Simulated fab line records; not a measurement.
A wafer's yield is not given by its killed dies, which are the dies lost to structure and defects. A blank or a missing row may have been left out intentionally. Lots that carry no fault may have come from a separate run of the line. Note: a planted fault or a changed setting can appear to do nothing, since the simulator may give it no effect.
Check for tools in common ; flow gf180mcu ; Lots sampled 15, wafers sampled 45

== REASON FOR OPENING ==
Of 15 lots, 3 have the reading HV_LDD_2_TW flagged at GF_HV_LDD_TW_MEAS_23. Fault-free wafers read 1054, with a standard deviation of 7.3.
Rule: a lot gets a flag if all its wafers with a number sit over 4 standard deviations from that mean, or if no wafer of it has a number. The other lots count as sound.

lot;measured;on;HV_LDD_2_TW, wafer by wafer;flag
L557;day 11 01:18;film-metro-04;1041 1041 1038;
L559;day 11 09:20;film-metro-04;1035 1042 1041;
L560;day 11 19:59;film-metro-02;1059 1060 1060;
L561;day 12 02:15;film-metro-04;1048 1045 1046;
L562;day 12 06:18;film-metro-02;1056 1045 1052;
L564;day 12 22:53;film-metro-03;1063 1061 1065;
L565;day 13 03:08;film-metro-03;1061 1062 1064;
L566;day 13 15:18;film-metro-04;1044 1048 1050;
L568;day 14 08:16;film-metro-02;1060 1062 1062;
L569;day 14 14:44;film-metro-02;1063 1064 1061;
L570;day 14 19:15;film-metro-04;1049 1043 1038;
L571;day 15 02:47;film-metro-04;30 30 30;FLAGGED
L572;day 15 13:08;film-metro-04;30 30 30;FLAGGED
L573;day 15 16:39;film-metro-03;30 30 30;FLAGGED
L580;day 18 11:35;film-metro-03;1058 1053 1057;
Flagged lots average 30: -1024 relative to the usual, that is -99 or more standard deviations.

== TOOL THAT RAN EACH LOT ==
The record holds 1 process step before the reading, out of a route of 602 steps. In each cell: the tool, then ch and the chambers that the sampled wafers went through, then the start.
lot;flag;GF_HV_LDD_IMPLANT_21
L557;;implanter-01 ch 0, day 11 01:04
L559;;implanter-02 ch 0, day 11 09:05
L560;;implanter-03 ch 0, day 11 19:44
L561;;implanter-01 ch 0, day 12 02:00
L562;;implanter-01 ch 0, day 12 06:04
L564;;implanter-02 ch 0, day 12 22:36
L565;;implanter-02 ch 0, day 13 02:54
L566;;implanter-02 ch 0, day 13 15:03
L568;;implanter-01 ch 0, day 14 08:02
L569;;implanter-01 ch 0, day 14 14:29
L570;;implanter-03 ch 0, day 14 19:01
L571;FLAGGED;implanter-01, day 15 02:32
L572;FLAGGED;implanter-03, day 15 12:53
L573;FLAGGED;implanter-03, day 15 16:25
L580;;implanter-03 ch 0, day 18 11:20
What is done by these steps:
- GF_HV_LDD_IMPLANT_21
- GF_HV_LDD_TW_MEAS_23

== FLAGGED OVER TOTAL, TOOL BY TOOL (the gauges that took the reading come last) ==
step;tool;lots run;flagged;share of the flagged lots;sound lots run after its first flagged lot
GF_HV_LDD_IMPLANT_21;implanter-01;6;1;some;0
GF_HV_LDD_IMPLANT_21;implanter-02;4;0;none;-
GF_HV_LDD_IMPLANT_21;implanter-03;5;2;some;1 (L580)
GF_HV_LDD_TW_MEAS_23;film-metro-02;4;0;none;-
GF_HV_LDD_TW_MEAS_23;film-metro-03;4;1;some;1 (L580)
GF_HV_LDD_TW_MEAS_23;film-metro-04;7;2;some;0

== WHAT THE TABLE PERMITS ==
No row of the table ran every flagged lot.

== WHAT THE SIMULATOR HAD PUT IN ==
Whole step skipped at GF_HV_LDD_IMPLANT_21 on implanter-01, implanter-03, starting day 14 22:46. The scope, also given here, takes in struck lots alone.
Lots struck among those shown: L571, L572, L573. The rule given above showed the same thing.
